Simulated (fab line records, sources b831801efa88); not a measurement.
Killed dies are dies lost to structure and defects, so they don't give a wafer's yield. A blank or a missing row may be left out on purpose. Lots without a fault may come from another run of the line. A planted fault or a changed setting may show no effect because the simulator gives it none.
Chamber matching | flow sfq_line | SFQ_TRILAYER_I3_VIA_ETCH_VIA_ETCH_088 on rie_diel-01: 4 sister chambers
The step etches SiO2 in CHF3, stops on Nb, target depth 260 nm. 7 wafers are shown with their chamber, then 7 later ones without.

WAFERS WITH THEIR CHAMBER
wafer  | chamber | oes_product_au (a.u.)
L711.6 | 2       | 0.864
L713.1 | 3       | 0.857
L713.4 | 2       | 0.860
L715.3 | 1       | 0.855
L715.5 | 0       | 0.852
L719.2 | 3       | 0.868
L719.3 | 0       | 0.859

WAFERS WITHOUT THEIR CHAMBER
wafer  | oes_product_au (a.u.)
L719.4 | 0.858
L721.2 | 0.859
L721.3 | 0.864
L721.4 | 0.857
L722.1 | 0.848
L722.5 | 0.853
L722.6 | 0.848

WHICH CHAMBER EACH WENT THROUGH
wafer  | from the rows above               | in truth
L719.4 | can't be placed: 0 or 1 or 2 or 3 | 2
L721.2 | can't be placed: 2 or 0 or 3 or 1 | 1
L721.3 | can't be placed: 3 or 2 or 0 or 1 | 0
L721.4 | can't be placed: 0 or 1 or 2 or 3 | 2
L722.1 | can't be placed: 1 or 0 or 2 or 3 | 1
L722.5 | can't be placed: 1 or 0 or 2 or 3 | 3
L722.6 | can't be placed: 1 or 0 or 2 or 3 | 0
Placed correctly: 0 of 7. Can't be placed from these rows: 7 (the true chamber is among the candidates in 7). Placed wrongly: 0.
How it was worked out, from the rows above alone: a wafer's distance from a chamber is the root of the sum, over the readings, of the square of ((its reading less the chamber's mean) divided by the reading's scatter). The wafer belongs to the nearest chamber; if the next one is less than 2 further off, it can't be placed. A chamber's mean is the mean of its shown wafers. The scatter: the root of (the sum of the squares of (reading less its chamber's mean) over the shown wafers, divided by (wafers less chambers)).
